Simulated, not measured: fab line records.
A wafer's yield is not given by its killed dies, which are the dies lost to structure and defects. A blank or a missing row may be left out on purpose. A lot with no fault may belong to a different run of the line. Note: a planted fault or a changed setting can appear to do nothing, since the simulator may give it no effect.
Struck lot and sound lot, side by side -- flow gf180mcu -- 27 steps out of a route of 602
Sound: these wafers, L561.1, L561.3, L561.5. Struck: wafers L546.1, L546.2, L546.4. The cause is named last.
Each step with rows lists, per side, the tool, then ch with its chambers, then its first start. Under that, the readings that differ: sound wafers -- struck wafers -- difference of the means -- sigmas: that difference in standard deviations of wafers without a fault.
alike: a reading whose means differ by less than 2 such deviations, as well as words and numbers matching on both sides. not compared: withheld readings; readings where some wafer has no value; bounds like >300 that might hide an equal value; numbers whose values overlap and for which the record gives no deviation.
A row with sigmas, a row that says differs or no value, or rows on one side alone: a step with any of these is where the two part. Non-overlapping numbers with no deviation appear without sigmas and do not part them. A reading that every wafer of one side lacks parts them only if that side has two wafers or more.

GF_DNWELL_STRIP_08: strips in O2/N2.
  sound on plasma asher-01 ch 1, day 7 13:10; struck on plasma asher-04 ch 0,1, day 4 03:47
reading,sound,struck,difference,sigmas
strip time to endpoint s (s),36.89 36.86 36.85,37.19 37.14 37.17,+0.30,+3
  alike: chamber pressure mTorr, drypump motor current A, heater power w, oes product au
  not compared: rf hours counter h
GF_DNWELL_TW_MEAS_09:
  sound: film metro-04 at day 7 13:16; struck: film metro-04 at day 4 03:53
reading,sound,struck,difference,sigmas
DNWELL_TW,1371 1363 1372,1339 1347 1344,-25,-2
then, 7 steps without rows for these wafers: GF_NWELL_DEHYDRATE_00 (time 60 s); GF_NWELL_HMDS_01 (prime time 60 s); GF_NWELL_COAT_02 (resist thk 3000 nm); GF_NWELL_SOFTBAKE_03; GF_NWELL_EXPOSE_04 (exposes mask Nwell, target cd 860 nm); GF_NWELL_PEB_05; GF_NWELL_DEVELOP_06 (develop time 60 s).
GF_NWELL_OVL_MEAS_07:
  sound: overlay-01 at day 8 06:07; struck: overlay-01 at day 4 17:40
  alike: NWELL_OVL
then, 2 steps without rows for these wafers: GF_NWELL_IMPLANT_08; GF_NWELL_IMPLANT_09.
GF_NWELL_STRIP_10: strips in O2/N2.
  sound on plasma asher-02 ch 0,1, day 8 06:26; struck on plasma asher-04 ch 0,1, day 4 18:00
  no value came back on the struck wafers for any of 5 readings (chamber pressure mTorr (mTorr), drypump motor current A (A) and others); on the sound wafers chamber pressure mTorr (mTorr) reads 1502.1 1499.6 1500.5
reading,sound,struck,difference,sigmas
model.coat_of_NWELL_COAT_02.thk nm (nm),0 0 0,2981 3002 2998,+2994,
  not compared: rf hours counter h
GF_NWELL_TW_MEAS_11:
  sound: film metro-02 at day 8 06:32; struck: film metro-01 at day 4 18:06
  alike: NWELL_TW
then, 7 steps without rows for these wafers: GF_LVPWELL_DEHYDRATE_00 (time 60 s); GF_LVPWELL_HMDS_01 (prime time 60 s); GF_LVPWELL_COAT_02 (resist thk 3000 nm); GF_LVPWELL_SOFTBAKE_03; GF_LVPWELL_EXPOSE_04 (exposes mask LVPWELL, target cd 600 nm); GF_LVPWELL_PEB_05; GF_LVPWELL_DEVELOP_06 (develop time 60 s).
GF_LVPWELL_OVL_MEAS_07:
  sound: overlay-01 at day 8 23:34; struck: overlay-01 at day 5 08:10
  alike: LVPWELL_OVL
then, 2 steps without rows for these wafers: GF_LVPWELL_IMPLANT_08; GF_LVPWELL_IMPLANT_09.
GF_LVPWELL_STRIP_10: strips in O2/N2.
  sound on plasma asher-02 ch 0,1, day 8 23:53; struck on plasma asher-01 ch 0,1, day 5 08:30
reading,sound,struck,difference,sigmas
oes product au (a.u.),0.729 0.727 0.721,0.742 0.738 0.731,+0.011,+2
strip time to endpoint s (s),37.05 37.10 37.03,81.18 81.58 81.46,+44.35,+99 or more
  alike: chamber pressure mTorr, drypump motor current A, heater power w
  not compared: rf hours counter h
GF_LVPWELL_TW_MEAS_11:
  sound: film metro-01 at day 8 23:59; struck: film metro-03 at day 5 08:36
reading,sound,struck,difference,sigmas
LVPWELL_TW,559 558 557,30 30 30,-528,-99 or more
then, 1 step without rows for these wafers: GF_MVSD_DEHYDRATE_00 (time 60 s).

WHERE THEY PART
Earliest at GF_DNWELL_STRIP_08; latest, in this record, at GF_LVPWELL_TW_MEAS_11.

WHY: what the simulator had put in
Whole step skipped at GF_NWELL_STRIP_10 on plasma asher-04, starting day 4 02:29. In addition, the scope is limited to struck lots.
